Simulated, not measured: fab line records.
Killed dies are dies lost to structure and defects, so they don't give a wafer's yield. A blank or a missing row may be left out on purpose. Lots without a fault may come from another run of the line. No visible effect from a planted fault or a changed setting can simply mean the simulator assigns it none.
One fault seen from 2 desks :: flow gf180mcu :: each desk holds nothing but its own numbers, with what lay behind them at the end

== TOOL OWNER'S DESK, iline-stepper-01 ==
The tool's own readings at GF_TOP_METAL_EXPOSE_11 (exposes mask MetalTop, target cd 440 nm): means of the sampled wafers that have a number, for each lot that ran on this tool. Marked OUT: a lot whose mean sits more than 4 standard deviations from the usual mean, which makes it out of limits; the brackets give that distance.
Columns: A = exposure-dose-mJ-cm2 at GF_TOP_METAL_EXPOSE_11, usual 169.09
lot: L359
first seen here: day 27 14:27
A: 169.18

lot: L362
first seen here: day 28 18:49
A: 168.98

lot: L363
first seen here: day 29 01:23
A: 169.07

lot: L367
first seen here: day 30 08:14
A: 158.40 (-63) OUT

lot: L369
first seen here: day 30 20:37
A: 160.51 (-50) OUT

lot: L370
first seen here: day 31 01:25
A: 160.64 (-50) OUT
Finding of this desk: L367, L369, L370 out of limits; the first was L367 at day 30 08:14, on exposure-dose-mJ-cm2 at GF_TOP_METAL_EXPOSE_11. L359, L362, L363 stayed within limits.

== THE METROLOGY DESK ==
Lot by lot, what the gauges showed, no matter which tool ran the lot: averages of those sampled wafers that carry a number. Marked OUT: a lot whose mean sits more than 4 standard deviations from the usual mean, which makes it out of limits; the brackets give that distance.
Columns: A = cd-nm at GF_TOP_METAL_CD_MEAS_14, usual 440.4 nm
lot: L359
first seen here: day 27 23:42
A: 439.5

lot: L360
first seen here: day 28 04:07
A: 439.7

lot: L362
first seen here: day 29 04:35
A: 441.2

lot: L363
first seen here: day 29 10:14
A: 436.7

lot: L367
first seen here: day 30 17:16
A: 456.8 (+8.2) OUT

lot: L369
first seen here: day 31 05:32
A: 454.9 (+7.3) OUT

lot: L370
first seen here: day 31 10:14
A: 457.3 (+8.4) OUT

lot: L373
first seen here: day 32 03:20
A: 439.9

lot: L379
first seen here: day 33 18:03
A: 445.4

lot: L380
first seen here: day 33 19:24
A: 439.2

lot: L382
first seen here: day 34 02:55
A: 436.9
Finding of this desk: L367, L369, L370 out of limits; the first was L367 at day 30 17:16, on cd-nm at GF_TOP_METAL_CD_MEAS_14. L359, L360, L362, L363, L373, L379, L380, L382 stayed within limits.

== BROUGHT TOGETHER ==
An alarm could have come from the tool owner's desk at day 30 08:14, on L367, L369, L370.
Metrology desk: alarm possible at day 30 17:16 on L367, L369, L370.
Of the lots named, all ran GF_TOP_METAL_EXPOSE_11 on iline-stepper-01.

== WHAT THE SIMULATOR PUT IN ==
Drift in process parameters on iline-stepper-01 at GF_TOP_METAL_EXPOSE_11, starting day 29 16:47. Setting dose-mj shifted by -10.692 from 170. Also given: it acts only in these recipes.
Struck lots among those shown: L367, L369, L370.
Delay (hours) between the fault's onset and each desk's first out-of-limits reading: 15 at the tool owner's desk, 24 at the metrology desk.
